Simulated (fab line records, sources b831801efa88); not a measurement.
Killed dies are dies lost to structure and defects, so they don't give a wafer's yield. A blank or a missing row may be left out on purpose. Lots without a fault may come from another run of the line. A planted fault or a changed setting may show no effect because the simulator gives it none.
Which tool did it? | flow sky130 | 10 lots, 30 wafers sampled, at 7 steps of a route of 708

WHAT THE GAUGES READ, wafer by wafer
SKY_FIELD_ISO_THK_MEAS_23.
lot  | measured    | on            | FIELD_ISO_OXIDATION_01_THK (nm)
L936 | day 2 06:15 | film_metro-02 | 9.82 9.84 9.79
L937 | day 2 13:19 | film_metro-02 | 9.91 9.76 9.83
L938 | day 2 18:21 | film_metro-02 | 9.89 9.88 9.96
L940 | day 3 04:25 | film_metro-02 | 10.02 10.12 10.05
L945 | day 4 06:07 | film_metro-04 | 10.14 10.28 10.12
L946 | day 4 11:58 | film_metro-03 | 10.12 10.22 10.16
L951 | day 5 14:27 | film_metro-03 | 9.82 9.50 9.74
L953 | day 6 01:25 | film_metro-03 | 9.73 9.75 9.81
L958 | day 7 00:50 | film_metro-02 | 9.98 9.99 9.84
L959 | day 7 08:09 | film_metro-03 | 9.55 9.67 9.86

SKY_NWELL_OVL_MEAS_10.
lot  | measured     | on         | NWELL_00_OVL (nm)
L936 | day 4 10:52  | overlay-01 | 0.6 0.1 -0.9
L937 | day 4 21:29  | overlay-01 | 0.2 0.7 1.0
L938 | day 5 01:32  | overlay-02 | -1.6 1.1 2.0
L940 | day 5 09:28  | overlay-02 | 0.3 -1.3 1.1
L945 | day 6 16:12  | overlay-02 | -1.2 0.2 -0.3
L946 | day 6 22:26  | overlay-02 | 0.6 1.7 0.6
L951 | day 8 07:42  | overlay-02 | - - -
L953 | day 8 20:40  | overlay-01 | 1.8 2.2 1.0
L958 | day 9 20:06  | overlay-02 | 0.9 -1.0 -0.8
L959 | day 10 03:46 | overlay-02 | -1.3 -0.2 -2.2

SKY_NWELL_TW_MEAS_15.
lot  | measured     | on            | NWELL_TW
L936 | day 4 11:27  | film_metro-02 | 1831 1823 1829
L937 | day 4 22:04  | film_metro-01 | 1817 1830 1813
L938 | day 5 02:07  | film_metro-01 | 1812 1819 1819
L940 | day 5 10:03  | film_metro-02 | 1824 1808 1826
L945 | day 6 16:47  | film_metro-03 | 1823 1822 1831
L946 | day 6 23:01  | film_metro-02 | 1831 1828 1826
L951 | day 8 08:17  | film_metro-02 | 30 30 30
L953 | day 8 21:15  | film_metro-01 | 1825 1828 1837
L958 | day 9 20:41  | film_metro-03 | 1822 1835 1827
L959 | day 10 04:21 | film_metro-03 | 1814 1819 1818

SKY_NWELL_TW_MEAS_26.
lot  | measured     | on            | NWELL_2_TW
L936 | day 5 04:54  | film_metro-02 | 501.1 498.1 499.6
L937 | day 5 15:13  | film_metro-01 | 498.3 497.0 498.3
L938 | day 5 19:50  | film_metro-02 | 501.2 497.1 499.8
L940 | day 6 04:25  | film_metro-02 | 499.7 503.6 500.5
L945 | day 7 12:17  | film_metro-03 | 496.4 497.7 494.7
L946 | day 7 18:44  | film_metro-03 | 496.4 497.6 498.7
L951 | day 9 05:47  | film_metro-01 | 1836.4 1831.9 1819.4
L953 | day 9 19:01  | film_metro-03 | 500.2 499.4 499.1
L958 | day 10 18:06 | film_metro-01 | 498.4 498.9 501.5
L959 | day 11 03:08 | film_metro-03 | 497.9 498.0 499.7

WHICH TOOL RAN EACH LOT (tool, then ch and the chambers of the sampled wafers, then the start)
lot  | SKY_FIELD_ISO_CMP_27         | SKY_PWDE_STRIP_09                   | SKY_NWELL_EXPOSE_07
L936 | cmp-02 ch 1,2, day 2 09:05   | plasma_asher-04 ch 0, day 3 18:06   | iline_stepper-01 ch 0, day 4 02:48
L937 | cmp-01 ch 0,3, day 2 16:12   | plasma_asher-01 ch 0,1, day 4 05:01 | iline_stepper-01 ch 0, day 4 13:05
L938 | cmp-01 ch 0,3, day 2 21:22   | plasma_asher-01 ch 0,1, day 4 09:25 | iline_stepper-01 ch 0, day 4 17:30
L940 | cmp-01 ch 2,3, day 3 06:07   | plasma_asher-03 ch 0,1, day 4 17:16 | iline_stepper-02 ch 0, day 5 01:22
L945 | cmp-02 ch 0,2,3, day 4 08:54 | plasma_asher-01 ch 0,1, day 5 22:23 | iline_stepper-02 ch 0, day 6 07:32
L946 | cmp-01 ch 0,1, day 4 13:43   | plasma_asher-04 ch 0,1, day 6 04:31 | iline_stepper-01 ch 0, day 6 13:56
L951 | cmp-01 ch 0,1,2, day 5 18:48 | plasma_asher-04 ch 0,1, day 7 11:35 | iline_stepper-02 ch 0, day 7 21:05
L953 | cmp-01 ch 0,1, day 6 04:27   | plasma_asher-04 ch 0,1, day 8 00:19 | iline_stepper-01 ch 0, day 8 10:27
L958 | cmp-02 ch 1,3, day 7 02:31   | plasma_asher-01 ch 0,1, day 8 22:32 | iline_stepper-02 ch 0, day 9 09:38
L959 | cmp-01 ch 0,1,2, day 7 09:56 | plasma_asher-03 ch 0,1, day 9 06:19 | iline_stepper-02 ch 0, day 9 16:55
- SKY_FIELD_ISO_CMP_27: polishes, stops on Si3N4, t overpolish 16 s, target thk 457.8 nm.
- SKY_PWDE_STRIP_09: strips in O2/N2.
- SKY_NWELL_EXPOSE_07: exposes mask NWM, target cd 840 nm.

WHAT THE TOOLS THEMSELVES READ (means of the sampled wafers that have a number; where no wafer has one, the mark that the record gives instead)
SKY_FIELD_ISO_CMP_27.
lot  | tool   | motor_current_A (A) | overpolish_run_s (s) | slurry_filter_dp_kPa (kPa) | slurry_flow_ml_min | time_to_endpoint_s (s)
L936 | cmp-02 | 11.3                | 16.000               | 13.45                      | 149.8              | 114
L937 | cmp-01 | 13.4                | 16.001               | 13.47                      | 150.6              | 111
L938 | cmp-01 | 12.4                | 15.988               | 13.35                      | 150.4              | 109
L940 | cmp-01 | 13.1                | 16.003               | 13.64                      | 150.3              | 109
L945 | cmp-02 | 12.9                | 16.012               | 13.65                      | 150.0              | 111
L946 | cmp-01 | 11.6                | 15.998               | 13.60                      | 150.4              | 118
L951 | cmp-01 | 11.7                | 16.002               | 13.56                      | 149.8              | 109
L953 | cmp-01 | 12.1                | 15.992               | 13.39                      | 150.5              | 115
L958 | cmp-02 | 11.7                | 16.007               | 13.50                      | 150.0              | 109
L959 | cmp-01 | 11.4                | 15.993               | 13.52                      | 149.8              | 115

SKY_PWDE_STRIP_09.
lot  | tool            | drypump_motor_current_A (A) | oes_product_au (a.u.) | strip_time_to_endpoint_s (s)
L936 | plasma_asher-04 | 6.3                         | 0.723                 | 36.97
L937 | plasma_asher-01 | 6.3                         | 0.719                 | 36.96
L938 | plasma_asher-01 | 6.0                         | 0.722                 | 36.92
L940 | plasma_asher-03 | 6.0                         | 0.724                 | 36.98
L945 | plasma_asher-01 | 6.0                         | 0.723                 | 36.93
L946 | plasma_asher-04 | 5.9                         | 0.721                 | 36.98
L951 | plasma_asher-04 | 5.6                         | 0.725                 | 37.01
L953 | plasma_asher-04 | 5.6                         | 0.722                 | 36.97
L958 | plasma_asher-01 | 6.2                         | 0.721                 | 36.88
L959 | plasma_asher-03 | 6.0                         | 0.725                 | 37.06

SKY_NWELL_EXPOSE_07.
lot  | tool             | stage_vel_mm_s (mm/s)
L936 | iline_stepper-01 | 499.83
L937 | iline_stepper-01 | 499.92
L938 | iline_stepper-01 | 499.99
L940 | iline_stepper-02 | 499.84
L945 | iline_stepper-02 | 499.92
L946 | iline_stepper-01 | 499.52
L951 | iline_stepper-02 | 500.18
L953 | iline_stepper-01 | 500.01
L958 | iline_stepper-02 | 499.69
L959 | iline_stepper-02 | 500.05

THE ANSWER, worked out from the rows above alone
Rule: what is usual is taken from the lots themselves. Put in order of their means at a reading, lots are off if they are a third of the lots or fewer, leave a main group of 4 or more, and stand apart from it by a gap of 3 or more times the standard deviation of the main group's means; of several such gaps the widest counts. A main group whose means are all the same, to the digits that the tables above print for the reading, isn't used. A lot without any number at a reading at which 4 lots or more have one is off too. The other lots that the step has rows for count as sound. The gauges are gone through in route order, then the tools' own readings, and for those a lot's mean is taken as printed above. The first step at which some lot is off is used, and at that step the reading that is off furthest; a lot without a number counts as furthest.
Off: L951, at SKY_NWELL_OVL_MEAS_10 (NWELL_00_OVL). Without a number there: L951. The main group: mean 0.2 nm, standard deviation 0.8.
A tool fits if, at a process step before that reading, it ran every lot that is off, and no sound lot after the first of them. The gauges at SKY_NWELL_OVL_MEAS_10 aren't tried: what is off there is off at SKY_NWELL_TW_MEAS_15 too, on other tools, and a gauge's error can't cause that. None of those tried fits.

WHAT THE SIMULATOR HAD PUT IN
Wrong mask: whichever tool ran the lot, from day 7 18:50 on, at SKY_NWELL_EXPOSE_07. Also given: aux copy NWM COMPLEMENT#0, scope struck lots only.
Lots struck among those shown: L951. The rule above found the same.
